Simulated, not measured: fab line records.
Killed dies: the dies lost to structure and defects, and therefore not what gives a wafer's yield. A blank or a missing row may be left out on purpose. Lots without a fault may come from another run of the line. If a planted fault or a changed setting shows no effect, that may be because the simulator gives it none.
The tool behind it: which one? + flow sky130 + 12 lots, 36 wafers sampled, at 1 step of a route of 708

WHAT EACH GAUGE READ, for each wafer
SKY_FIELD_ISO_BOW_MEAS_00. Usual: INCOMING_BOW typically reads -1 um, with standard deviation 6.1.
| lot  | measured    | on            | INCOMING_BOW (um) | flag |
|------|-------------|---------------|-------------------|------|
| L792 | day 1 15:01 | film metro-04 | 14 0 10           |      |
| L793 | day 1 20:00 | film metro-03 | 3 -8 -6           |      |
| L796 | day 2 11:00 | film metro-02 | -1 -1 -5          |      |
| L800 | day 3 07:02 | film metro-03 | 11 -8 -11         |      |
| L804 | day 4 03:02 | film metro-02 | -6 -6 1           |      |
| L807 | day 4 18:00 | film metro-04 | -12 2 -10         |      |
| L808 | day 4 23:00 | film metro-03 | 9 9 9             |      |
| L809 | day 5 04:04 | film metro-04 | 1 -7 -2           |      |
| L810 | day 5 09:00 | film metro-03 | -5 1 4            |      |
| L811 | day 5 14:00 | film metro-02 | 2 2 -2            |      |
| L813 | day 6 00:01 | film metro-02 | 8 -8 -6           |      |
| L814 | day 6 05:00 | film metro-04 | -5 -4 -8          |      |

TOOL THAT RAN EACH LOT (tool first, then ch and the chambers of the sampled wafers, then the start)
There is no process step in the record ahead of these readings.

WHAT THE TOOLS THEMSELVES READ (means of the sampled wafers that have a number; where no wafer has one, the mark that the record gives instead)
The record holds no such reading with a usual standard deviation.

THE ANSWER, worked out from the rows above alone
Rule: a lot is off if the mean of its wafers that have a number lies more than 3 standard deviations from the usual mean. A lot without any number at a reading at which 4 lots or more have one is off too. Where the step has rows for the other lots, those lots are counted as sound. After the gauges, taken in route order, come the tools' own readings; for these a lot's mean is taken, as printed above. The first step at which some lot is off is used, and at that step the reading that is off furthest; a lot without a number counts as furthest.
No lot is off at any reading shown: from this, nothing can be told.

WHAT THE SIMULATOR HAD PUT IN
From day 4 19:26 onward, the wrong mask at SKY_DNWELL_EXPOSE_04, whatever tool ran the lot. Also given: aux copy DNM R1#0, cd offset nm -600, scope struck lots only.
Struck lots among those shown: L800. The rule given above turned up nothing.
